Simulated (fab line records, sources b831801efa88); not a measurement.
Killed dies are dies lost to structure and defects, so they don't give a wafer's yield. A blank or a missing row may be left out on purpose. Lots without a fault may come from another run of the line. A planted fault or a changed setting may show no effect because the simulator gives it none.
A struck lot beside a sound one | flow sky130 | 15 steps out of a route of 708
Sound: wafers L566.1, L566.2, L566.6. Struck: wafer L581.6. (L581.2, L581.4 of the same lot were not struck and are left out.) The cause comes at the end.
At each step with rows: each side's tool, then ch and its chambers, then its first start. Under that, the readings that differ: sound wafers | struck wafers | difference of the means | sigmas: that difference in standard deviations of wafers without a fault.
alike: readings whose means differ by less than 2 such deviations, and words and numbers that are the same on both sides. not compared: withheld readings, readings that some wafer has no value for, bounds like >300 that may hide the same value, and numbers for which the record gives no deviation and whose values overlap.
The two part at a step that has a row with sigmas, a row that says differs or no value, or rows on one side only. Numbers that don't overlap but have no deviation are shown without sigmas and don't part them. A reading that every wafer of one side lacks parts them only if that side has two wafers or more.

first, 8 steps without rows for these wafers: SKY_FIELD_ISO_DEHYDRATE_05 (time 60 s); SKY_FIELD_ISO_HMDS_06 (prime time 60 s); SKY_FIELD_ISO_COAT_07 (resist thk 60 nm); SKY_FIELD_ISO_COAT_08 (resist thk 450 nm); SKY_FIELD_ISO_SOFTBAKE_09 (time 90 s); SKY_FIELD_ISO_EXPOSE_10 (exposes mask FOM, target cd 150 nm); SKY_FIELD_ISO_PEB_11; SKY_FIELD_ISO_DEVELOP_12 (develop time 60 s).
SKY_FIELD_ISO_CD_MEAS_13: target cd 150 nm.
  sound on cd_sem-02, day 2 20:18; struck on cd_sem-02, day 6 05:36
  alike: cd_nm
SKY_FIELD_ISO_ETCH_14: etches BARC in N2/H2, stops on SiO2, time 46.75 s, target depth 60 nm.
  sound on rie_diel-01 ch 0,3, day 2 20:25; struck on rie_diel-01 ch 2, day 6 05:42
  alike: drypump_motor_current_A, oes_product_au, throttle_valve_pct
  not compared: rf_hours_counter_h, run_length_s
SKY_FIELD_ISO_ETCH_15: etches the open film in CHF3/O2, stops on Si, target depth 180 nm, time 72 s.
  sound on rie_diel-01 ch 0,3, day 2 20:28; struck on rie_diel-01 ch 2, day 6 05:44
  reading               | sound             | struck | difference | sigmas
  oes_product_au (a.u.) | 0.943 0.933 0.930 | 0.959  | +0.024     | +4
  alike: drypump_motor_current_A, run_length_s, throttle_valve_pct
  not compared: rf_hours_counter_h
SKY_FIELD_ISO_STRIP_16: strips in O2/N2.
  sound on plasma_asher-02 ch 0,1, day 2 20:31; struck on plasma_asher-02 ch 1, day 6 05:48
  alike: drypump_motor_current_A, oes_product_au, strip_time_to_endpoint_s
  not compared: rf_hours_counter_h
SKY_FIELD_ISO_ETCH_17: etches Si in HBr/Cl2/O2, target depth 342 nm, time 97.7 s.
  sound on rie_si-01 ch 0,2,3, day 2 20:37; struck on rie_si-01 ch 0, day 6 05:54
  reading                               | sound             | struck | difference | sigmas
  run_length_s (s)                      | 126.1 125.9 125.9 | 122.5  | -3.5       | -11
  model.FIELD_ISO.feature_depth_nm (nm) | 345.3 334.4 346.7 | 326.2  | -15.9      |
  model.etch.depth_nm (nm)              | 345.3 334.4 346.7 | 326.2  | -15.9      |
  alike: drypump_motor_current_A, oes_product_au, throttle_valve_pct
  not compared: rf_hours_counter_h
then, 1 step without rows for these wafers: SKY_FIELD_ISO_WET_ETCH_18 (etches Si3N4 in H3PO4, target depth 25 nm, time 286 s).
-- the record jumps here: 44 days lie between the struck wafers' starts before and after (it left off in module FIELD_ISO and takes up again in module PAD_OPEN, whose first step shown is number 708 of the route) --
SKY_PAD_OPEN_PROBE_99:
  sound on prober-01, day 47 01:05; struck on prober-02, day 50 10:18
  not compared: model.etest.pfet_16v.r_on_ohm_um, model.etest.field_p.vt_v

WHERE THEY PART
First at SKY_FIELD_ISO_ETCH_15; last, within this record, at SKY_FIELD_ISO_ETCH_17.

WHY: what the simulator had put in
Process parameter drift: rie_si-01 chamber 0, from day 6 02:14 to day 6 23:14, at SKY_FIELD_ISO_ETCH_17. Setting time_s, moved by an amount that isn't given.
